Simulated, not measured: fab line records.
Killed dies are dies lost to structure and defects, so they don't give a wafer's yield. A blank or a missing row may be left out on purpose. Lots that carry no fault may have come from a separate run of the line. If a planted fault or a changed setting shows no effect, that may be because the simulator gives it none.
Tool commonality check / flow gf180mcu / 14 lots, 42 wafers sampled

== WHY THIS WAS OPENED ==
At GF_STI_THK_MEAS_02 the reading STI_OXIDATION_THK is flagged on 2 of 14 lots. No-fault wafers: 10.03 nm, standard deviation 0.17.
Rule: a lot gets a flag if all its wafers with a number sit over 4 standard deviations from that mean, or if no wafer of it has a number. All remaining lots are regarded as sound.

lot=L891; measured=day 1 11:31; on=filmMetro-01; STI_OXIDATION_THK (nm), wafer by wafer=10.17 10.07 9.83; flag=
lot=L892; measured=day 1 17:16; on=filmMetro-03; STI_OXIDATION_THK (nm), wafer by wafer=10.13 10.07 10.14; flag=
lot=L893; measured=day 1 21:31; on=filmMetro-01; STI_OXIDATION_THK (nm), wafer by wafer=9.59 9.52 9.60; flag=
lot=L894; measured=day 2 02:31; on=filmMetro-03; STI_OXIDATION_THK (nm), wafer by wafer=9.84 9.73 9.80; flag=
lot=L897; measured=day 2 17:31; on=filmMetro-02; STI_OXIDATION_THK (nm), wafer by wafer=9.95 9.77 9.92; flag=
lot=L898; measured=day 2 22:56; on=filmMetro-03; STI_OXIDATION_THK (nm), wafer by wafer=9.92 9.98 9.93; flag=
lot=L899; measured=day 3 03:31; on=filmMetro-03; STI_OXIDATION_THK (nm), wafer by wafer=10.17 10.12 9.99; flag=
lot=L902; measured=day 3 18:49; on=filmMetro-01; STI_OXIDATION_THK (nm), wafer by wafer=9.90 10.03 10.04; flag=
lot=L907; measured=day 4 19:34; on=filmMetro-03; STI_OXIDATION_THK (nm), wafer by wafer=10.39 10.21 10.15; flag=
lot=L908; measured=day 5 00:31; on=filmMetro-02; STI_OXIDATION_THK (nm), wafer by wafer=13.33 13.19 13.42; flag=FLAGGED
lot=L909; measured=day 5 05:32; on=filmMetro-02; STI_OXIDATION_THK (nm), wafer by wafer=13.37 13.28 13.40; flag=FLAGGED
lot=L911; measured=day 5 15:53; on=filmMetro-03; STI_OXIDATION_THK (nm), wafer by wafer=10.04 10.17 10.06; flag=
lot=L912; measured=day 5 20:31; on=filmMetro-01; STI_OXIDATION_THK (nm), wafer by wafer=9.95 9.80 9.79; flag=
lot=L913; measured=day 6 01:31; on=filmMetro-01; STI_OXIDATION_THK (nm), wafer by wafer=9.98 10.12 10.08; flag=
The mean of the flagged lots' numbers is 13.33 nm, +3.30 nm from the usual (+19 standard deviations).

== LOT BY LOT: THE TOOL USED ==
The record keeps 1 process step preceding the reading, out of 602 steps on the route. Read each cell as the tool, then ch plus the chambers that the sampled wafers visited, then the start.
lot=L891; flag=; GF_STI_OXIDATION_01=furnace-01 ch 0, day 1 10:07
lot=L892; flag=; GF_STI_OXIDATION_01=furnace-02 ch 0, day 1 15:52
lot=L893; flag=; GF_STI_OXIDATION_01=furnace-01 ch 0, day 1 20:07
lot=L894; flag=; GF_STI_OXIDATION_01=furnace-01 ch 0, day 2 01:07
lot=L897; flag=; GF_STI_OXIDATION_01=furnace-02 ch 0, day 2 16:07
lot=L898; flag=; GF_STI_OXIDATION_01=furnace-02 ch 0, day 2 21:32
lot=L899; flag=; GF_STI_OXIDATION_01=furnace-02 ch 0, day 3 02:07
lot=L902; flag=; GF_STI_OXIDATION_01=furnace-02 ch 0, day 3 17:25
lot=L907; flag=; GF_STI_OXIDATION_01=furnace-02 ch 0, day 4 18:09
lot=L908; flag=FLAGGED; GF_STI_OXIDATION_01=furnace-02 ch 0, day 4 23:07
lot=L909; flag=FLAGGED; GF_STI_OXIDATION_01=furnace-02 ch 0, day 5 04:07
lot=L911; flag=; GF_STI_OXIDATION_01=furnace-01 ch 0, day 5 14:29
lot=L912; flag=; GF_STI_OXIDATION_01=furnace-01 ch 0, day 5 19:07
lot=L913; flag=; GF_STI_OXIDATION_01=furnace-01 ch 0, day 6 00:07
What these steps do:
- GF_STI_OXIDATION_01: stabilise 600 s, purge 300 s, target thk 10 nm.
- GF_STI_THK_MEAS_02

== FLAGGED AGAINST TOTAL, ONE TOOL AT A TIME (gauges that did the reading follow at the end) ==
step=GF_STI_OXIDATION_01; tool=furnace-01; lots run=6; flagged=0; share of the flagged lots=none; sound lots run after its first flagged lot=-
step=GF_STI_OXIDATION_01; tool=furnace-02; lots run=8; flagged=2; share of the flagged lots=all; sound lots run after its first flagged lot=0
step=GF_STI_THK_MEAS_02; tool=filmMetro-01; lots run=5; flagged=0; share of the flagged lots=none; sound lots run after its first flagged lot=-
step=GF_STI_THK_MEAS_02; tool=filmMetro-02; lots run=3; flagged=2; share of the flagged lots=all; sound lots run after its first flagged lot=0
step=GF_STI_THK_MEAS_02; tool=filmMetro-03; lots run=6; flagged=0; share of the flagged lots=none; sound lots run after its first flagged lot=-

== WHAT THE TABLE PERMITS ==
Rows of the table that ran all the flagged lots, 2 in number: furnace-02 at GF_STI_OXIDATION_01; filmMetro-02 at GF_STI_THK_MEAS_02.
- furnace-02 at GF_STI_OXIDATION_01 ran 8 lots, 2 of them flagged. Last sound lot L907 at day 4 18:09, first flagged lot L908 at day 4 23:07; a fault beginning in between fits.
- filmMetro-02 at GF_STI_THK_MEAS_02 ran 3 lots, 2 of them flagged. Last sound lot L897 at day 2 17:31, first flagged lot L908 at day 5 00:31; a fault beginning in between fits.
A lot count leaves these 2 tools indistinguishable: every one of them fits a fault beginning at some hour. More lots, or a look at what each step does to the wafer, might.

== WHAT WAS PUT IN BY THE SIMULATOR ==
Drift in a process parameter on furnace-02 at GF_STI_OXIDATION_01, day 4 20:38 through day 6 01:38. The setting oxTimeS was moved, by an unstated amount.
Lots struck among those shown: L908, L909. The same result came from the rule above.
